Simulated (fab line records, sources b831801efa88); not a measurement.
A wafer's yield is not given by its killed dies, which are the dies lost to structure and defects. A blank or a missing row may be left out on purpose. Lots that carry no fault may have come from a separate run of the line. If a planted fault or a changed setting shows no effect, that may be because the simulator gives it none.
Which tool did it? -- flow sky130 -- Sampling: 10 lots, 30 wafers, 3 of 708 route steps

WHAT THE GAUGES READ, wafer by wafer
SKY_LOCAL_INTERCONNECT_RS_MEAS_01: measures by four-point-probe.
lot,measured,on,LOCAL_INTERCONNECT_TIN_RS (ohm/sq)
L854,day 30 00:52,filmMetro-04,14.49 14.53 14.35
L856,day 30 21:32,filmMetro-03,14.24 14.16 14.16
L857,day 30 23:37,filmMetro-02,14.15 20.44 13.95
L864,day 33 16:26,filmMetro-02,13.92 13.98 14.08
L865,day 33 18:35,filmMetro-03,13.95 14.03 13.98
L866,day 34 08:39,filmMetro-04,14.03 13.93 13.98
L868,day 34 21:15,filmMetro-02,14.28 14.36 14.42
L869,day 34 23:32,filmMetro-04,14.60 14.47 14.58
L872,day 35 23:47,filmMetro-02,14.44 14.33 14.42
L873,day 36 06:42,filmMetro-04,14.06 14.07 14.01

TOOL THAT RAN EACH LOT (tool first, then ch and the chambers of the sampled wafers, then the start)
lot,SKY_LI_CONTACT_CMP_02,SKY_LOCAL_INTERCONNECT_SPUTTER_00
L854,"cmp-01 ch 0,1,3, day 28 19:16","pvdSputter-04, day 30 00:47"
L856,"cmp-01 ch 0,1,3, day 29 16:31","pvdSputter-01, day 30 21:28"
L857,"cmp-02 ch 1,2,3, day 29 18:07","pvdSputter-04, day 30 23:32"
L864,"cmp-01 ch 1,3, day 32 12:16","pvdSputter-01, day 33 16:20"
L865,"cmp-01 ch 0,1,3, day 32 14:52","pvdSputter-01, day 33 18:32"
L866,"cmp-01 ch 0,1,2, day 33 05:19","pvdSputter-01, day 34 08:35"
L868,"cmp-01 ch 0,2,3, day 33 16:34","pvdSputter-04, day 34 21:10"
L869,"cmp-01 ch 1,2,3, day 33 19:15","pvdSputter-03, day 34 23:29"
L872,"cmp-02 ch 0,1, day 34 20:23","pvdSputter-03, day 35 23:41"
L873,"cmp-01 ch 0,1,3, day 35 02:55","pvdSputter-01, day 36 06:35"
- SKY_LI_CONTACT_CMP_02: polishes PSG.
- SKY_LOCAL_INTERCONNECT_SPUTTER_00: material TiN, target thk 100 nm, time 83.3 s.

THE ANSWER, worked out from the rows above alone
Rule: what is usual is taken from the lots themselves. Put in order of their means at a reading, lots are off if they are a third of the lots or fewer, leave a main group of 4 or more, and stand apart from it by a gap of 3 or more times the standard deviation of the main group's means; of several such gaps the widest counts. Not used: any main group whose means are identical at the precision the tables above print for the reading. Also off: a lot with no number at a reading for which 4 or more lots have one. Where the step has rows for the other lots, those lots are counted as sound.
Off: at SKY_LOCAL_INTERCONNECT_RS_MEAS_01 (LOCAL_INTERCONNECT_TIN_RS), L857. The main group has a mean of 14.22 ohm/sq with a standard deviation of 0.21.
A tool fits if, at a process step before that reading, it ran every lot that is off, and no sound lot after the first of them. The gauges at SKY_LOCAL_INTERCONNECT_RS_MEAS_01 are tried like those tools. Not one of the candidates tried fits.

WHAT THE SIMULATOR PUT IN
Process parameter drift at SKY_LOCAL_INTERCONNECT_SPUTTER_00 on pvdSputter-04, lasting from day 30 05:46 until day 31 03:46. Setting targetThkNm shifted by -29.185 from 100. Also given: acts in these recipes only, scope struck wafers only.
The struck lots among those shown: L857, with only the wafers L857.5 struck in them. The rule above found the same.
